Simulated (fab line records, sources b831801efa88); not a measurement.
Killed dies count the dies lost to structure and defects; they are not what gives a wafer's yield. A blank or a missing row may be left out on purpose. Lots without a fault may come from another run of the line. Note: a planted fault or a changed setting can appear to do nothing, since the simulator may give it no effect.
A struck lot beside a sound one | flow sky130 | 16 out of 708 route steps
Sound: the wafers L291.2, L291.4, L291.5. Wafers L306.2, L306.4, L306.5 were the ones struck. Last of all comes the cause.
At each step with rows: each side's tool, then ch and its chambers, then its first start. Under that, the readings that differ: sound wafers | struck wafers | difference of the means | sigmas: that difference in standard deviations of wafers without a fault.
alike: same words and numbers on both sides, and readings whose means sit less than 2 such deviations apart. not compared: any withheld reading, any reading some wafer has no value for, any bound like >300 that may hide the same value, and any number with overlapping values for which the record gives no deviation.
A row with sigmas, a row that says differs or no value, or rows on one side alone: a step with any of these is where the two part. When numbers do not overlap yet have no deviation, they are printed without sigmas and do not part them. Lack of a reading on every wafer of one side parts them only where that side has two or more wafers.

first, 5 steps without rows for these wafers: SKY_SONOS_TUNNEL_COAT_02 (resist thk 1140 nm); SKY_SONOS_TUNNEL_SOFTBAKE_03 (time 60 s); SKY_SONOS_TUNNEL_EXPOSE_04 (exposes mask TUNM, target cd 410 nm); SKY_SONOS_TUNNEL_PEB_05; SKY_SONOS_TUNNEL_DEVELOP_06 (develop time 60 s).
SKY_SONOS_TUNNEL_CD_MEAS_07: the cd target is 410 nm.
  sound: cdSem-02 at day 9 20:20; struck: cdSem-01 at day 13 17:38
reading   | sound             | struck            | difference | sigmas
cdNm (nm) | 407.1 407.8 406.5 | 410.8 410.0 415.3 | +4.9       | +2
SKY_SONOS_TUNNEL_OVL_MEAS_08:
  sound: overlay-02 at day 9 20:26; struck: overlay-01 at day 13 17:44
reading               | sound          | struck      | difference | sigmas
SONOS_TUNNEL_OVL (nm) | -2.3 -4.2 -0.8 | 3.3 2.5 3.8 | +5.6       | +4
then, 3 steps without rows for these wafers: SKY_SONOS_TUNNEL_IMPLANT_09; SKY_SONOS_TUNNEL_WET_ETCH_10 (etches SiO2 in dHF, target depth 14 nm, time 280 s); SKY_SONOS_TUNNEL_STRIP_11 (strips in SPM, time 600 s).
SKY_SONOS_TUNNEL_TW_MEAS_12:
  sound: filmMetro-03 at day 9 20:54; struck: filmMetro-03 at day 13 18:12
  alike: SONOS_TUNNEL_TW
then, 1 step without rows for these wafers: SKY_SONOS_TUNNEL_CLEAN_13 (cleans in dHF, time 20 s).
SKY_SONOS_ONO_OXIDATION_00: stabilise 600 s, purge 300 s, target thk 2.6 nm.
  sound on furnace-01 ch 0, day 10 02:45; struck on furnace-01 ch 0, day 13 21:14
reading                                         | sound            | struck            | difference | sigmas
model.SiO2_of_SONOS_ONO_OXIDATION_00.thkNm (nm) | 2.562 2.588 2.55 | 2.993 2.963 2.989 | +0.415     | 
  alike: oxTempC, tubeCenterTempC
SKY_SONOS_ONO_THK_MEAS_01:
  sound: filmMetro-03 at day 10 04:06; struck: filmMetro-01 at day 13 22:35
reading                      | sound          | struck         | difference | sigmas
SONOS_ONO_OXIDATION_THK (nm) | 2.55 2.59 2.53 | 2.95 2.95 3.00 | +0.41      | +7
then, 1 step without rows for these wafers: SKY_SONOS_ONO_CVD_02 (deposits Si3N4 from DCS/NH3, target thk 10.5 nm, time 180 s).
-- the record jumps here: 34 days lie between the struck wafers' starts before and after (it left off in module SONOS_ONO and takes up again in module PAD_OPEN, whose first step shown is number 708 of the route) --
SKY_PAD_OPEN_PROBE_99:
  sound: prober-01 at day 44 10:04; struck: prober-02 at day 47 12:46
reading                            | sound                   | struck                  | difference | sigmas
model.etest.sonosErased.driveUaUm  | 198.3 177.9 167.3       | 160.1 150.1 159.2       | -24.7      | 
model.etest.sonosErased.vtV (V)    | -2.233 -2.145 -2.207    | -1.951 -1.975 -1.925    | +0.245     | 
model.etest.sonosBaked.vtLessV (V) | -0.5182 -0.4414 -0.4546 | -0.4083 -0.4408 -0.3711 | +0.0647    | 
  alike: killed_at_M0_to_M3, killed_at_M4_up, killedAtContacts, killedAtFrontEnd, killedAtOther, killedDies, killedOpen, killedShort
  not compared: model.etest.capOno.gateLog10ACm2, model.etest.capOno.toxAccNm, model.etest.sonosProgrammed.vtV

## WHERE THEY PART
Last at SKY_SONOS_ONO_THK_MEAS_01 as far as this record goes, first at SKY_SONOS_TUNNEL_CD_MEAS_07. Later steps at which nothing parts them and some readings are alike: SKY_PAD_OPEN_PROBE_99.

WHY: the cause the simulator had injected
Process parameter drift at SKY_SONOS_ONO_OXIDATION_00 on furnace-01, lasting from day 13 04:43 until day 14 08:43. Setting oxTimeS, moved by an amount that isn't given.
